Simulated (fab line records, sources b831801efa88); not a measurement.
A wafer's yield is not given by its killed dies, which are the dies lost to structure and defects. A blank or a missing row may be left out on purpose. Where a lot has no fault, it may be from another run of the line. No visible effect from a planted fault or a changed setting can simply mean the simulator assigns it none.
A struck lot beside a sound one    flow sky130    20 out of 708 route steps
Sound: these wafers, L848.2, L848.3, L848.4. Wafers struck: L854.1, L854.3, L854.5. The cause is named last.
Each step with rows lists, per side, the tool, then ch with its chambers, then its first start. Under that, the readings that differ: sound wafers    struck wafers    difference of the means    sigmas: that difference in standard deviations of wafers without a fault.
alike: a reading whose means differ by less than 2 such deviations, as well as words and numbers matching on both sides. not compared: withheld readings; readings where some wafer has no value; bounds like >300 that might hide an equal value; numbers whose values overlap and for which the record gives no deviation.
The two part at a step that has a row with sigmas, a row that says differs or no value, or rows on one side only. Numbers that don't overlap but have no deviation are shown without sigmas and don't part them. A reading that every wafer of one side lacks parts them only if that side has two wafers or more.

first, 1 step without rows for these wafers: SKY_NWELL_IMPLANT_24.
SKY_NWELL_STRIP_25: strips in O2/N2.
  sound on plasma asher-04 ch 0,1, day 5 16:39; struck on plasma asher-04 ch 0,1, day 7 11:51
  alike: drypump motor current A, oes product au, strip time to endpoint s
  not compared: rf hours counter h
SKY_NWELL_TW_MEAS_26:
  struck on film metro-04, day 7 11:57; sound on film metro-01, day 5 16:46
  alike: NWELL_2_TW
then, 1 step without rows for these wafers: SKY_NWELL_CLEAN_27 (cleans in SC1/SC2, time 150 s).
SKY_NWELL_RTA_28: time 30 s.
  sound on rtp anneal-02 ch 0, day 5 16:52; struck on rtp anneal-02 ch 0, day 7 12:04
  alike: lamp power pct, wafer_temp_C_max
SKY_NWELL_RS_MEAS_29: the measuring method here is four-point-probe.
  struck on film metro-01, day 7 12:10; sound on film metro-02, day 5 16:59
reading            sound              struck             difference  sigmas
NWELL_RS (ohm/sq)  622.3 622.9 622.4  625.6 626.3 626.6  +3.6        +2
SKY_NWELL_RS_MEAS_31: the measuring method here is four-point-probe.
  struck on film metro-01, day 7 12:24; sound on film metro-02, day 5 17:13
  alike: PWDE_RS
then, 4 steps without rows for these wafers: SKY_VT_ADJUST_HVTP_DEHYDRATE_00 (time 60 s); SKY_VT_ADJUST_HVTP_HMDS_01 (prime time 60 s); SKY_VT_ADJUST_HVTP_COAT_02 (resist thk 1140 nm); SKY_VT_ADJUST_HVTP_SOFTBAKE_03 (time 60 s).
SKY_VT_ADJUST_HVTP_EXPOSE_04: exposes mask HVTPM, target cd 380 nm.
  sound on iline stepper-02 ch 0, day 6 02:22; struck on iline stepper-02 ch 0, day 7 22:04
reading  sound                    struck                                              difference  sigmas
mask     HVTPM#0 HVTPM#0 HVTPM#0  NWM_COMPLEMENT#0 NWM_COMPLEMENT#0 NWM_COMPLEMENT#0  differs     
  alike: reticle temp C
then, 2 steps without rows for these wafers: SKY_VT_ADJUST_HVTP_PEB_05; SKY_VT_ADJUST_HVTP_DEVELOP_06 (develop time 60 s).
SKY_VT_ADJUST_HVTP_CD_MEAS_07: the cd target is 380 nm.
  struck on cd sem-02, day 8 07:56; sound on cd sem-01, day 6 11:49
reading     sound        struck  difference                     sigmas
cd nm (nm)  381 382 379  - - -   no value on the struck wafers  
SKY_VT_ADJUST_HVTP_OVL_MEAS_08:
  struck on overlay-01, day 8 08:03; sound on overlay-02, day 6 11:55
reading                  sound          struck  difference                     sigmas
VT_ADJUST_HVTP_OVL (nm)  -0.3 -0.8 0.9  - - -   no value on the struck wafers  
then, 1 step without rows for these wafers: SKY_VT_ADJUST_HVTP_IMPLANT_09.
SKY_VT_ADJUST_HVTP_STRIP_10: strips in O2/N2.
  sound on plasma asher-03 ch 0,1, day 6 12:06; struck on plasma asher-01 ch 0,1, day 8 08:14
reading                       sound              struck             difference  sigmas
strip time to endpoint s (s)  14.21 14.15 14.21  14.06 14.08 14.11  -0.11       -3
  alike: drypump motor current A, oes product au
  not compared: rf hours counter h
SKY_VT_ADJUST_HVTP_TW_MEAS_11:
  struck on film metro-02, day 8 08:34; sound on film metro-03, day 6 12:13
reading            sound           struck    difference  sigmas
VT_ADJUST_HVTP_TW  1360 1356 1361  30 29 29  -1330       -95
  not compared: hold
SKY_PAD_OPEN_PROBE_99:
  the record holds rows for the sound wafers here (prober-01, day 46 02:08) but none for the struck ones

## WHERE THEY PART
Last at SKY_PAD_OPEN_PROBE_99 as far as this record goes, first at SKY_NWELL_RS_MEAS_29.

WHY: what had been put in by the simulator
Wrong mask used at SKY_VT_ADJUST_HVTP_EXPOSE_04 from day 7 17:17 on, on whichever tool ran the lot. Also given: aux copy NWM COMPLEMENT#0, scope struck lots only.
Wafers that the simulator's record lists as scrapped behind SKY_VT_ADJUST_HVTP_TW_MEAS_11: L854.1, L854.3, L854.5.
